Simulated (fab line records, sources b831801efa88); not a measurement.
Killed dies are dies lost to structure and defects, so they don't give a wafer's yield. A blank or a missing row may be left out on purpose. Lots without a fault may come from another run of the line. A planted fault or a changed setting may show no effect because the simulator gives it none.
fab line records | flow gf180mcu
record lots=14 wafers=42 last_day=34
route steps=602 shown VT_IMPLANT@130 HV_LDD@197 SALICIDE@283 CONTACT@288
lots that met no fault: from a run of the same line without faults
start_h: hours from the record's first day to the start of the lot's first wafer shown | wait_h: hours since the lot's step before | " the same as in the row above | L1.1+2: a row that stands for several wafers | - no value, or no start given | * or withheld: withheld | < > ~ a bound
route shown NAME@n: a module of which the file shows steps, and the number in the route of the first | usual: mean/standard deviation of fault-free wafers | same: alike in all rows | chamber/n: place in a boat | sites: the reading at each site | _std_site: their standard deviation | _edge_site: outer sites' mean less inner sites' | radius_mm: how far each site lies from the wafer's centre | mask NAME#n: copy n | behind: the tool/chamber that last shaped the wafer | hold: why the lot was held/for how many hours/how that ended | device: the transistor (n, p or np) that didn't switch | end of line: the same wafers' tests at the end of the route | a step without rows: its recipe alone | killed: dies lost to structure and defects at the first sort, not the wafer's yield | map: a wafer's dies, x killed, . not, _ none there
set.NAME: the setting as run; set.NAME@STEP: as run at that earlier step | model.NAME: the simulator's own value behind a step, which no gauge read
steps of the route over a sample of lots; a table a step, a row a wafer
services: from which hour (start_h, from the record's first day; less than 0 if before it) a tool's chamber was out of use, for how many hours, and why
## steps
# step GF_VT_IMPLANT_OVL_MEAS_40
# usual VT_IMPLANT_03_OVL=-0.6/1.4
# columns lot.wafer tool chamber start_h wait_h VT_IMPLANT_03_OVL[nm]
L113.1 overlay-02 - 163.27 0.1 -1.0
L113.3 " - " " -3.0
L113.6 " - " " 0.7
L115.1 overlay-02 - 172.61 0.1 -2.2
L115.2 " - " " 0.3
L115.3 " - " " 0.8
L122.1 overlay-02 - 218.46 0.1 -1.1
L122.2 " - " " -1.8
L122.6 " - " " -0.1
L123.1 overlay-01 - 225.21 0.1 -1.1
L123.2 " - " " -2.6
L123.4 " - " " -1.1
L124.2 overlay-02 - 231.67 0.1 -1.4
L124.3 " - " " -1.9
L124.5 " - " " -1.5
L125.3 overlay-02 - 240.23 0.1 -1.3
L125.5 " - " " -1.7
L125.6 " - " " -0.9
L126.1 overlay-01 - 243.36 0.1 -0.8
L126.3 " - " " -2.4
L126.6 " - " " -1.7
L128.2 overlay-01 - 260.71 0.1 -0.7
L128.3 " - " " -1.1
L128.4 " - " " -1.8
L129.1 overlay-01 - 266.96 0.1 -0.3
L129.2 " - " " 1.3
L129.3 " - " " -0.1
L131.4 overlay-01 - 280.47 0.1 1.6
L131.5 " - " " -0.4
L131.6 " - " " -0.4
L133.1 overlay-02 - 289.46 0.1 -0.6
L133.4 " - " " -1.2
L133.5 " - " " -1.1
L134.4 overlay-02 - 295.78 0.1 -1.9
L134.5 " - " " -1.8
L134.6 " - " " -1.6
L135.2 overlay-02 - 304.87 0.1 0.1
L135.4 " - " " -0.2
L135.6 " - " " -0.3
L136.1 overlay-02 - 311.61 0.1 -0.1
L136.5 " - " " 0.1
L136.6 " - " " 2.4
# step GF_HV_LDD_IMPLANT_21
# recipe species=BF2 energy_kev=25 dose_cm2=5e+13 tilt_deg=7
# usual beam_energy_keV=25.001/0.0078 dose_ions_cm2=4.999e+13/6e+10
# columns lot.wafer tool chamber start_h wait_h beam_energy_keV dose_ions_cm2
L113.1 implanter-03 0 239.39 0.0 25.001 4.993e+13
L113.3 " 0 " " 24.994 5.003e+13
L113.6 " 0 " " 25.006 5.007e+13
L115.1 implanter-02 0 251.72 0.0 24.994 5.003e+13
L115.2 " 0 " " 25.005 4.997e+13
L115.3 " 0 " " 25.000 4.981e+13
L122.1 implanter-04 0 303.13 0.0 24.997 4.807e+13
L122.2 " 0 " " 24.999 4.809e+13
L122.6 " 0 " " 24.997 4.814e+13
L123.1 implanter-03 0 310.17 0.0 25.004 4.995e+13
L123.2 " 0 " " 24.997 4.99e+13
L123.4 " 0 " " 25.013 5e+13
L124.2 implanter-04 0 318.39 0.0 25.004 4.821e+13
L124.3 " 0 " " 24.999 4.823e+13
L124.5 " 0 " " 25.004 4.824e+13
L125.3 implanter-02 0 327.62 0.1 24.988 5.006e+13
L125.5 " 0 " " 24.989 5.004e+13
L125.6 " 0 " " 24.996 4.989e+13
L126.1 implanter-02 0 330.17 0.0 24.996 5.006e+13
L126.3 " 0 " " 24.994 4.995e+13
L126.6 " 0 " " 25.002 5.004e+13
L128.2 implanter-03 0 351.29 0.0 25.000 5.005e+13
L128.3 " 0 " " 24.989 5e+13
L128.4 " 0 " " 24.988 4.994e+13
L129.1 implanter-03 0 357.84 0.0 25.008 5.002e+13
L129.2 " 0 " " 24.998 5.004e+13
L129.3 " 0 " " 25.003 4.989e+13
L131.4 implanter-02 0 374.04 0.1 25.012 5.004e+13
L131.5 " 0 " " 25.007 5.001e+13
L131.6 " 0 " " 25.004 5.001e+13
L133.1 implanter-04 0 383.94 0.0 25.018 4.985e+13
L133.4 " 0 " " 25.017 5.001e+13
L133.5 " 0 " " 25.002 4.998e+13
L134.4 implanter-03 0 392.74 0.1 24.999 4.996e+13
L134.5 " 0 " " 25.001 4.995e+13
L134.6 " 0 " " 24.998 4.994e+13
L135.2 implanter-03 0 400.81 0.0 25.000 5.002e+13
L135.4 " 0 " " 25.009 4.996e+13
L135.6 " 0 " " 24.996 5.003e+13
L136.1 implanter-02 0 407.82 0.0 25.001 4.997e+13
L136.5 " 0 " " 24.999 5.005e+13
L136.6 " 0 " " 25.000 4.985e+13
# step GF_SALICIDE_THK_MEAS_05
# recipe thk_meas_gauge=xrf reads=TiN_of_SALICIDE_SPUTTER_03
# usual SALICIDE_TIN_THK=19.9/0.31
# columns lot.wafer tool chamber start_h wait_h SALICIDE_TIN_THK[nm]
L113.1 film_metro-04 - 345.21 0.1 20.1
L113.3 " - " " 20.0
L113.6 " - " " 19.9
L115.1 film_metro-04 - 359.26 0.1 20.0
L115.2 " - " " 20.6
L115.3 " - " " 20.6
L122.1 film_metro-04 - 417.03 0.1 20.5
L122.2 " - " " 20.3
L122.6 " - " " 20.3
L123.1 film_metro-04 - 426.12 0.1 19.7
L123.2 " - " " 19.8
L123.4 " - " " 19.7
L124.2 film_metro-04 - 434.59 0.1 20.1
L124.3 " - " " 19.9
L124.5 " - " " 20.0
L125.3 film_metro-01 - 445.54 0.1 19.9
L125.5 " - " " 20.0
L125.6 " - " " 20.2
L126.1 film_metro-01 - 450.70 0.1 19.4
L126.3 " - " " 19.2
L126.6 " - " " 19.4
L128.2 film_metro-02 - 473.67 0.1 20.4
L128.3 " - " " 20.2
L128.4 " - " " 19.6
L129.1 film_metro-02 - 479.06 0.1 19.7
L129.2 " - " " 19.7
L129.3 " - " " 19.6
L131.4 film_metro-02 - 497.13 0.1 20.1
L131.5 " - " " 20.3
L131.6 " - " " 20.2
L133.1 film_metro-04 - 508.50 0.1 19.7
L133.4 " - " " 19.7
L133.5 " - " " 19.6
L134.4 film_metro-04 - 515.61 0.1 20.5
L134.5 " - " " 20.0
L134.6 " - " " 20.5
L135.2 film_metro-02 - 525.01 0.1 19.9
L135.4 " - " " 19.8
L135.6 " - " " 19.9
L136.1 film_metro-04 - 534.28 0.1 20.0
L136.5 " - " " 20.2
L136.6 " - " " 19.9
# step GF_CONTACT_THK_MEAS_01
# recipe reads=SiO2_of_CONTACT_CVD_00
# usual CONTACT_CVD_00_THK=299/3
# columns lot.wafer tool chamber start_h wait_h CONTACT_CVD_00_THK[nm]
L113.1 film_metro-03 - 345.60 0.0 298
L113.3 " - " " 301
L113.6 " - " " 298
L115.1 film_metro-01 - 359.68 0.0 301
L115.2 " - " " 297
L115.3 " - " " 300
L122.1 film_metro-03 - 417.42 0.0 307
L122.2 " - " " 303
L122.6 " - " " 300
L123.1 film_metro-01 - 426.52 0.0 297
L123.2 " - " " 304
L123.4 " - " " 293
L124.2 film_metro-04 - 434.98 0.0 299
L124.3 " - " " 304
L124.5 " - " " 297
L125.3 film_metro-03 - 445.95 0.0 298
L125.5 " - " " 299
L125.6 " - " " 301
L126.1 film_metro-04 - 451.10 0.0 294
L126.3 " - " " 295
L126.6 " - " " 295
L128.2 film_metro-04 - 474.17 0.0 303
L128.3 " - " " 300
L128.4 " - " " 300
L129.1 film_metro-01 - 479.47 0.0 296
L129.2 " - " " 300
L129.3 " - " " 294
L131.4 film_metro-04 - 497.52 0.0 298
L131.5 " - " " 300
L131.6 " - " " 300
L133.1 film_metro-01 - 508.89 0.0 296
L133.4 " - " " 299
L133.5 " - " " 300
L134.4 film_metro-04 - 516.00 0.0 298
L134.5 " - " " 294
L134.6 " - " " 299
L135.2 film_metro-04 - 525.41 0.0 296
L135.4 " - " " 297
L135.6 " - " " 300
L136.1 film_metro-04 - 534.69 0.0 302
L136.5 " - " " 294
L136.6 " - " " 299
## services
# columns tool chamber start_h hours kind
implanter-04 - 303.31 4.0 repair
implanter-04 - 320.00 4.6 pm
implanter-04 - 329.46 4.9 pm
implanter-03 - 335.59 1.6 repair
implanter-04 - 359.64 3.3 repair
implanter-02 - 386.10 8.2 repair
implanter-04 - 394.05 0.7 repair
implanter-04 - 400.23 4.9 repair
## key
first_sign step=GF_HV_LDD_IMPLANT_21 reading=dose_ions_cm2 direction=down sigmas=30 usual=4.999e+13 struck=4.816e+13
effect none on later readings
met_at GF_HV_LDD_IMPLANT_21
struck_lots L122,L124
tester_left_out L122,L124
not_acting_at GF_VT_IMPLANT_OVL_MEAS_40,GF_SALICIDE_THK_MEAS_05,GF_CONTACT_THK_MEAS_01
fault kind=process_parameter_drift tool=implanter-04 chamber=- onset_h=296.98 steps=GF_HV_LDD_IMPLANT_21 channel=dose_cm2 offset=-1.8291e+12 shape=step end_h=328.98 acts_in=these_recipes_only stated=5e+13
# tester_left_out: of these lots the tester's yield and bins aren't shown, on N5 and GAA mostly nor the transistor test; their killed dies are dies lost to structure and defects alone, not to doping, threshold or leakage, so they don't give the yield
